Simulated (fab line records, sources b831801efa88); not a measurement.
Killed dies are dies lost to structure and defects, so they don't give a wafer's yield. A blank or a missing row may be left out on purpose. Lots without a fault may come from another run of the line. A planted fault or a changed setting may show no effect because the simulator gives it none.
fab line records | flow sky130
record lots=6 wafers=18 last_day=50
route steps=708 shown SONOS_TUNNEL@156 SONOS_ONO@168 PAD_OPEN@708
lots that met no fault: from a run of the same line without faults
start_h: hours from the record's first day to the start of the lot's first wafer shown | wait_h: hours since the lot's step before | " the same as in the row above | L1.1+2: a row that stands for several wafers | - no value, or no start given | * or withheld: withheld | < > ~ a bound
route shown NAME@n: a module of which the file shows steps, and the number in the route of the first | usual: mean/standard deviation of fault-free wafers | same: alike in all rows | chamber/n: place in a boat | sites: the reading at each site | _std_site: their standard deviation | _edge_site: outer sites' mean less inner sites' | radius_mm: how far each site lies from the wafer's centre | mask NAME#n: copy n | behind: the tool/chamber that last shaped the wafer | hold: why the lot was held/for how many hours/how that ended | device: the transistor (n, p or np) that didn't switch | end of line: the same wafers' tests at the end of the route | a step without rows: its recipe alone | killed: dies lost to structure and defects at the first sort, not the wafer's yield | map: a wafer's dies, x killed, . not, _ none there
set.NAME: the setting as run; set.NAME@STEP: as run at that earlier step | model.NAME: the simulator's own value behind a step, which no gauge read
lots at some steps of the route; a table a step, a row a wafer
services: from which hour (start_h, from the record's first day; less than 0 if before it) a tool's chamber was out of use, for how many hours, and why
## steps
# step SKY_SONOS_TUNNEL_COAT_02
# recipe resist=NOVOLAK spin_rpm=3000 resist_thk_nm=1140
# step SKY_SONOS_TUNNEL_SOFTBAKE_03
# recipe temp_c=90 time_s=60 resist=NOVOLAK
# step SKY_SONOS_TUNNEL_EXPOSE_04
# recipe mask_id=TUNM na=0.6 source_shape=conventional sigma_outer=0.6 polarization=unpolarized target_cd_nm=410 dose_mj=136
# step SKY_SONOS_TUNNEL_PEB_05
# recipe temp_c=withheld time_s=* resist=NOVOLAK
# step SKY_SONOS_TUNNEL_DEVELOP_06
# recipe resist=NOVOLAK developer=TMAH develop_time_s=60 dev_temp_c=23
# step SKY_SONOS_TUNNEL_CD_MEAS_07
# recipe target_cd_nm=410
# usual cd_nm=409.2/2.1
# columns lot.wafer tool chamber start_h wait_h cd_nm
L533.3 cd_sem-01 - 288.32 0.1 408.1
L533.5 " - " " 406.9
L533.6 " - " " 407.3
L535.1 cd_sem-02 - 309.63 0.1 406.0
L535.2 " - " " 405.9
L535.4 " - " " 407.9
L541.1 cd_sem-01 - 348.33 0.1 410.9
L541.2 " - " " 407.8
L541.4 " - " " 409.1
L542.3 cd_sem-01 - 358.77 0.1 408.1
L542.4 " - " " 409.9
L542.5 " - " " 409.1
L543.2 cd_sem-02 - 366.71 0.1 409.1
L543.3 " - " " 408.1
L543.5 " - " " 408.9
L549.1 cd_sem-02 - 412.78 0.1 407.5
L549.2 " - " " 407.1
L549.5 " - " " 409.5
# step SKY_SONOS_TUNNEL_OVL_MEAS_08
# usual SONOS_TUNNEL_OVL=1.1/1.4
# columns lot.wafer tool chamber start_h wait_h SONOS_TUNNEL_OVL[nm]
L533.3 overlay-01 - 288.41 0.1 1.2
L533.5 " - " " 0.2
L533.6 " - " " 0.1
L535.1 overlay-02 - 309.75 0.1 3.6
L535.2 " - " " 3.1
L535.4 " - " " 2.6
L541.1 overlay-02 - 348.45 0.1 2.7
L541.2 " - " " 2.9
L541.4 " - " " 2.7
L542.3 overlay-02 - 358.86 0.1 1.9
L542.4 " - " " 2.9
L542.5 " - " " 1.5
L543.2 overlay-02 - 366.81 0.1 0.5
L543.3 " - " " 2.4
L543.5 " - " " 0.5
L549.1 overlay-02 - 412.90 0.1 1.2
L549.2 " - " " -0.4
L549.5 " - " " -1.1
# step SKY_SONOS_TUNNEL_IMPLANT_09
# recipe species=B energy_kev=19.78 dose_cm2=1e+12 tilt_deg=withheld
# step SKY_SONOS_TUNNEL_WET_ETCH_10
# recipe chemistry=dHF target_depth_nm=14 target=SiO2 dilution=100:1 temp_c=25 time_s=280
# step SKY_SONOS_TUNNEL_STRIP_11
# recipe chemistry=SPM time_s=600 temp_c=130
# step SKY_SONOS_TUNNEL_TW_MEAS_12
# usual SONOS_TUNNEL_TW=198.1/0.93
# columns lot.wafer tool chamber start_h wait_h SONOS_TUNNEL_TW
L533.3 film_metro-04 - 288.86 0.0 199.8
L533.5 " - " " 199.7
L533.6 " - " " 198.7
L535.1 film_metro-01 - 310.20 0.0 196.9
L535.2 " - " " 196.5
L535.4 " - " " 197.4
L541.1 film_metro-04 - 348.90 0.0 197.9
L541.2 " - " " 197.2
L541.4 " - " " 197.6
L542.3 film_metro-01 - 359.32 0.0 198.0
L542.4 " - " " 197.3
L542.5 " - " " 198.8
L543.2 film_metro-04 - 367.26 0.0 198.3
L543.3 " - " " 198.8
L543.5 " - " " 198.6
L549.1 film_metro-01 - 413.35 0.0 197.4
L549.2 " - " " 197.1
L549.5 " - " " 198.2
# step SKY_SONOS_TUNNEL_CLEAN_13
# recipe chemistry=dHF time_s=20 dilution=100:1 dry=ipa_marangoni
# step SKY_SONOS_ONO_OXIDATION_00
# recipe temp_c=800 ambient=O2 idle_temp_c=700 ramp_up_c_per_min=10 ramp_down_c_per_min=3 stabilise_s=600 purge_s=300 target_thk_a=26 ox_time_s=1249
# usual spike_tc_bottom_C=820.5/1.2 spike_tc_centre_C=801.1/1.1 spike_tc_lower_C=800.7/1 spike_tc_top_C=810.9/0.97 spike_tc_upper_C=800.8/0.92 tube_center_temp_C=800.01/0.062 tube_center_temp_C_max=802.0/0.32 zone_power_top_pct=26.24/0.27
# columns lot.wafer tool chamber start_h wait_h spike_tc_bottom_C spike_tc_centre_C spike_tc_lower_C spike_tc_top_C spike_tc_upper_C tube_center_temp_C tube_center_temp_C_max zone_power_top_pct model.SiO2_of_SONOS_ONO_OXIDATION_00.thk_nm
L533.3 furnace-01 0 289.44 0.5 820.4 800.8 803.1 809.6 800.8 800 802.7 26.42 2.579
L533.5 " 0 " " 820.2 801.7 800.6 812.5 801.3 800.19 801.8 26.40 2.553
L533.6 " 0 " " 821.2 799.3 800.9 809.7 800.7 799.97 801.9 26.36 2.595
L535.1 furnace-01 0 311.32 1.0 821.3 801.4 801.9 808.6 800.5 799.95 801.9 26.17 2.555
L535.2 " 0 " " 820.2 800.4 800.0 811.4 800.9 800.05 802.1 26.12 2.567
L535.4 " 0 " " 820.0 799.7 800.7 812.0 801.9 799.94 802.6 26.17 2.615
L541.1 furnace-01 0 349.02 0.0 831.5 811.0 810.0 823.4 811.7 810.12 811.9 26.19 2.952
L541.2 " 0 " " 832.5 809.8 811.8 820.1 812.7 810.14 812.3 26.90 2.947
L541.4 " 0 " " 830.4 810.3 811.3 821.5 809.8 810.08 811.8 26.64 2.977
L542.3 furnace-02 0 360.39 1.0 820.9 801.2 797.6 810.6 799.9 799.96 801.6 25.62 2.515
L542.4 " 0 " " 821.8 801.5 799.5 812.6 800.9 799.95 801.5 25.85 2.523
L542.5 " 0 " " 820.4 803.1 799.5 811.5 799.3 800.01 802.1 26.12 2.537
L543.2 furnace-01 0 367.33 0.0 829.6 812.4 811.4 819.3 810.3 810.02 812.0 26.71 3.014
L543.3 " 0 " " 832.0 811.9 810.7 820.3 810.9 810.11 812.0 26.94 2.953
L543.5 " 0 " " 829.7 811.0 809.7 820.8 809.9 810.21 812.0 26.70 2.993
L549.1 furnace-02 0 414.06 0.6 818.7 801.9 800.3 811.4 800.1 799.96 802.0 25.59 2.655
L549.2 " 0 " " 818.0 803.1 799.1 808.9 800.4 799.97 802.1 26.78 2.644
L549.5 " 0 " " 820.5 801.2 801.8 811.1 802.3 800.02 802.3 26.34 2.632
# step SKY_SONOS_ONO_THK_MEAS_01
# recipe reads=SiO2_of_SONOS_ONO_OXIDATION_00
# usual SONOS_ONO_OXIDATION_THK=2.60/0.049
# columns lot.wafer tool chamber start_h wait_h SONOS_ONO_OXIDATION_THK[nm]
L533.3 film_metro-04 - 290.80 0.0 2.51
L533.5 " - " " 2.59
L533.6 " - " " 2.58
L535.1 film_metro-04 - 312.67 0.0 2.61
L535.2 " - " " 2.60
L535.4 " - " " 2.62
L541.1 film_metro-03 - 350.37 0.0 2.93
L541.2 " - " " 2.92
L541.4 " - " " 2.97
L542.3 film_metro-04 - 361.76 0.0 2.57
L542.4 " - " " 2.55
L542.5 " - " " 2.49
L543.2 film_metro-04 - 368.68 0.0 2.94
L543.3 " - " " 2.90
L543.5 " - " " 3.02
L549.1 film_metro-04 - 415.41 0.0 2.64
L549.2 " - " " 2.62
L549.5 " - " " 2.61
# step SKY_SONOS_ONO_CVD_02
# recipe material=Si3N4 precursor=DCS/NH3 target_thk_nm=10.5 temp_c=770 time_s=180 pressure_mtorr=250
# step SKY_PAD_OPEN_PROBE_99
# usual killed_at_M0_to_M3=43/7.7 killed_at_M4_up=2.9/1.7 killed_at_contacts=24/5.5 killed_at_front_end=15/4 killed_at_other=0.4/0.66 killed_dies=86/9.4 killed_open=47/6.7 killed_short=38/6.2
# same gross_dies=492 killed_at_back_side=0
# columns lot.wafer tool chamber start_h wait_h killed_at_M0_to_M3 killed_at_M4_up killed_at_contacts killed_at_front_end killed_at_other killed_dies killed_open killed_short model.etest.sonos_erased.drive_ua_um model.etest.cap_ono.gate_log10_a_cm2 model.etest.cap_ono.tox_acc_nm model.etest.sonos_erased.vt_v model.etest.sonos_programmed.vt_v model.etest.sonos_baked.vt_less_v
L533.3 prober-01 - 1105.76 0.2 57 5 13 12 0 87 52 35 177.6 -7.658 12.65 -2.359 1.565 -0.5579
L533.5 prober-01 - 1105.86 0.2 40 3 27 18 2 90 54 36 183.4 -7.753 12.8 -2.337 1.514 -0.5339
L533.6 prober-01 - 1105.91 0.2 34 4 23 27 0 88 46 41 213.1 -7.935 12.85 -2.323 1.467 -0.526
L535.1 prober-01 - 1130.45 0.1 51 5 28 12 1 97 54 40 201.1 -7.805 12.82 -2.326 1.506 -0.5587
L535.2 prober-01 - 1130.50 0.1 42 2 24 18 0 86 48 33 179.4 -7.81 12.75 -2.328 1.527 -0.525
L535.4 prober-01 - 1130.60 0.2 56 6 24 17 1 104 47 55 196.9 -7.833 12.79 -2.325 1.502 -0.4584
L541.1 prober-01 - 1150.42 0.1 43 4 29 15 0 91 43 48 155.9 -8.342 13.16 -1.96 1.368 -0.3435
L541.2 prober-01 - 1150.47 0.1 54 3 16 14 0 87 44 43 151.3 -8.245 13.16 -1.966 1.389 -0.3914
L541.4 prober-01 - 1150.57 0.2 43 3 20 10 0 76 42 34 132.9 -8.325 13.2 -1.895 1.4 -0.4152
L542.3 prober-02 - 1158.07 0.2 45 2 27 18 1 93 49 44 196.3 -7.89 12.91 -2.31 1.458 -0.4779
L542.4 prober-02 - 1158.12 0.2 26 2 18 15 0 61 40 21 209.9 -7.962 12.93 -2.312 1.462 -0.5198
L542.5 prober-02 - 1158.17 0.2 48 3 23 15 0 89 53 36 195.3 -7.9 12.8 -2.307 1.513 -0.5295
L543.2 prober-01 - 1164.68 0.1 53 1 18 18 0 90 50 40 126.5 -8.648 13.42 -1.756 1.297 -0.3907
L543.3 prober-01 - 1164.73 0.2 37 3 28 14 0 82 48 34 164.7 -8.444 13.34 -1.94 1.335 -0.3784
L543.5 prober-01 - 1164.83 0.2 48 1 32 10 0 91 52 39 157.2 -8.388 13.23 -1.907 1.291 -0.312
L549.1 prober-01 - 1188.46 0.1 37 3 17 11 0 68 26 42 186.3 -8.005 12.95 -2.252 1.475 -0.4818
L549.2 prober-01 - 1188.51 0.1 47 3 21 11 0 82 41 41 213.3 -7.924 12.96 -2.276 1.456 -0.5076
L549.5 prober-01 - 1188.66 0.2 29 1 18 17 0 65 37 28 221.1 -7.87 12.77 -2.337 1.542 -0.5222
# killed by level:class
L533.3 VIA1:geometric_particle:open=16 VIA3:geometric_particle:open=9 VIA2:geometric_particle:open=7 LOCAL_INTERCONNECT:geometric_particle:short=5 VIA1:geometric_particle:short=5 FIELD_ISO:geometric_particle:open=4 POLY_GATE:geometric_particle:open=4 METAL2:geometric_particle:short=4
L533.5 VIA1:geometric_particle:open=14 CONTACT:geometric_particle:open=9 VIA2:geometric_particle:open=8 POLY_GATE:geometric_particle:open=6 LOCAL_INTERCONNECT:geometric_particle:short=6 VIA3:geometric_particle:open=6 POLY_GATE:geometric_particle:short=5 FIELD_ISO:geometric_particle:open=4
L533.6 CONTACT:geometric_particle:open=12 FIELD_ISO:geometric_particle:open=9 VIA3:geometric_particle:open=8 POLY_GATE:geometric_particle:short=6 VIA1:geometric_particle:short=6 VIA1:geometric_particle:open=6 FIELD_ISO:geometric_particle:short=5 POLY_GATE:geometric_particle:open=5
L535.1 CONTACT:geometric_particle:open=13 VIA1:geometric_particle:open=12 VIA1:geometric_particle:short=11 LI_CONTACT:geometric_particle:open=7 FIELD_ISO:geometric_particle:open=6 VIA2:geometric_particle:open=6 LI_CONTACT:geometric_particle:short=5 METAL2:geometric_particle:short=4
L535.2 CONTACT:geometric_particle:open=11 VIA1:geometric_particle:open=10 FIELD_ISO:geometric_particle:open=7 METAL1:geometric_particle:short=7 LI_CONTACT:geometric_particle:open=5 VIA2:geometric_particle:open=5 LI_CONTACT:geometric_particle:short=4 VIA1:geometric_particle:short=4
L535.4 VIA1:geometric_particle:open=13 VIA1:geometric_particle:short=11 FIELD_ISO:geometric_particle:short=9 LI_CONTACT:geometric_particle:open=7 METAL2:geometric_particle:short=7 CONTACT:geometric_particle:open=6 VIA3:geometric_particle:open=6 FIELD_ISO:geometric_particle:open=5
L541.1 VIA3:geometric_particle:open=10 CONTACT:geometric_particle:short=8 VIA1:geometric_particle:open=8 CONTACT:geometric_particle:open=7 LOCAL_INTERCONNECT:geometric_particle:short=6 POLY_GATE:geometric_particle:short=5 LI_CONTACT:geometric_particle:open=4 VIA1:geometric_particle:short=4
L541.2 VIA1:geometric_particle:open=14 VIA3:geometric_particle:open=9 VIA3:geometric_particle:short=8 POLY_GATE:geometric_particle:short=5 CONTACT:geometric_particle:short=5 METAL1:geometric_particle:short=5 LI_CONTACT:geometric_particle:open=4 CONTACT:geometric_particle:open=4
L541.4 CONTACT:geometric_particle:open=11 VIA1:geometric_particle:open=10 VIA2:geometric_particle:open=8 METAL1:geometric_particle:short=5 VIA3:geometric_particle:open=5 VIA1:geometric_particle:short=5 CONTACT:geometric_particle:short=4 FIELD_ISO:geometric_particle:short=3
L542.3 CONTACT:geometric_particle:open=10 VIA2:geometric_particle:open=8 VIA3:geometric_particle:open=7 VIA1:geometric_particle:open=7 METAL2:geometric_particle:short=7 POLY_GATE:geometric_particle:short=6 LI_CONTACT:geometric_particle:open=6 LOCAL_INTERCONNECT:geometric_particle:short=6
L542.4 CONTACT:geometric_particle:open=10 VIA3:geometric_particle:open=6 FIELD_ISO:geometric_particle:open=5 VIA2:geometric_particle:open=5 POLY_GATE:geometric_particle:short=5 VIA1:geometric_particle:open=5 LI_CONTACT:geometric_particle:open=4 VIA2:geometric_particle:short=3
L542.5 VIA3:geometric_particle:open=11 CONTACT:geometric_particle:open=9 METAL1:geometric_particle:short=8 LI_CONTACT:geometric_particle:open=8 VIA2:geometric_particle:open=8 VIA1:geometric_particle:open=7 VIA1:geometric_particle:short=4 SPACER:geometric_particle:short=4
L543.2 VIA1:geometric_particle:open=13 METAL1:geometric_particle:short=9 LI_CONTACT:geometric_particle:open=8 CONTACT:geometric_particle:open=7 FIELD_ISO:geometric_particle:short=6 VIA2:geometric_particle:open=6 VIA3:geometric_particle:open=6 VIA2:geometric_particle:short=5
L543.3 VIA1:geometric_particle:open=13 CONTACT:geometric_particle:open=9 VIA2:geometric_particle:open=7 LOCAL_INTERCONNECT:geometric_particle:short=6 CONTACT:geometric_particle:short=6 FIELD_ISO:geometric_particle:short=3 LOCAL_INTERCONNECT:geometric_particle:open=3 METAL1:geometric_particle:open=3
L543.5 LI_CONTACT:geometric_particle:open=10 METAL1:geometric_particle:short=10 LOCAL_INTERCONNECT:geometric_particle:short=9 VIA1:geometric_particle:open=9 VIA3:geometric_particle:open=7 CONTACT:geometric_particle:open=6 VIA2:geometric_particle:open=6 POLY_GATE:geometric_particle:open=5
L549.1 METAL2:geometric_particle:short=7 VIA2:geometric_particle:open=6 VIA1:geometric_particle:short=5 CONTACT:geometric_particle:open=5 POLY_GATE:geometric_particle:short=4 LI_CONTACT:geometric_particle:open=4 CONTACT:geometric_particle:short=4 VIA2:geometric_particle:short=4
L549.2 VIA3:geometric_particle:open=10 VIA1:geometric_particle:open=9 CONTACT:geometric_particle:open=7 LI_CONTACT:geometric_particle:open=5 LOCAL_INTERCONNECT:geometric_particle:short=5 METAL1:geometric_particle:short=5 VIA3:geometric_particle:short=5 FIELD_ISO:geometric_particle:open=4
L549.5 CONTACT:geometric_particle:open=7 LOCAL_INTERCONNECT:geometric_particle:short=6 VIA1:geometric_particle:open=6 VIA3:geometric_particle:open=6 FIELD_ISO:geometric_particle:open=5 METAL2:geometric_particle:short=5 VIA2:geometric_particle:open=4 FIELD_ISO:geometric_particle:short=3
## services
# columns tool chamber start_h hours kind
furnace-02 - 323.59 4.8 repair
furnace-01 - 350.37 3.7 pm
furnace-02 - 378.15 4.3 pm
furnace-01 - 411.96 7.2 pm
## key
first_sign step=SKY_SONOS_ONO_OXIDATION_00 reading=tube_center_temp_C direction=up sigmas=99+ usual=* struck=*
effect step=SKY_SONOS_ONO_OXIDATION_00 reading=tube_center_temp_C_max direction=up sigmas=31 usual=* struck=*
effect step=SKY_SONOS_ONO_THK_MEAS_01 reading=SONOS_ONO_OXIDATION_THK direction=up sigmas=7.1 usual=2.60 struck=2.95
model_effect step=SKY_SONOS_ONO_OXIDATION_00 value=SiO2_of_SONOS_ONO_OXIDATION_00.thk_nm without=2.576 struck=2.972
model_effect step=SKY_PAD_OPEN_PROBE_99 value=etest.sonos_erased.drive_ua_um without=189 struck=148.1
met_at SKY_SONOS_ONO_OXIDATION_00
struck_wafers L541.1,L541.2,L541.4,L543.2,L543.3,L543.5
tester_left_out L541,L543
onset_between 311.32 349.02
fault kind=process_parameter_drift tool=furnace-01 chamber=- onset_h=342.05 steps=SKY_SONOS_ONO_OXIDATION_00 channel=temp_c offset=* shape=step end_h=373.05 acts_in=* stated=*
# tester_left_out: of these lots the tester's yield and bins aren't shown, on N5 and GAA mostly nor the transistor test; their killed dies are dies lost to structure and defects alone, not to doping, threshold or leakage, so they don't give the yield
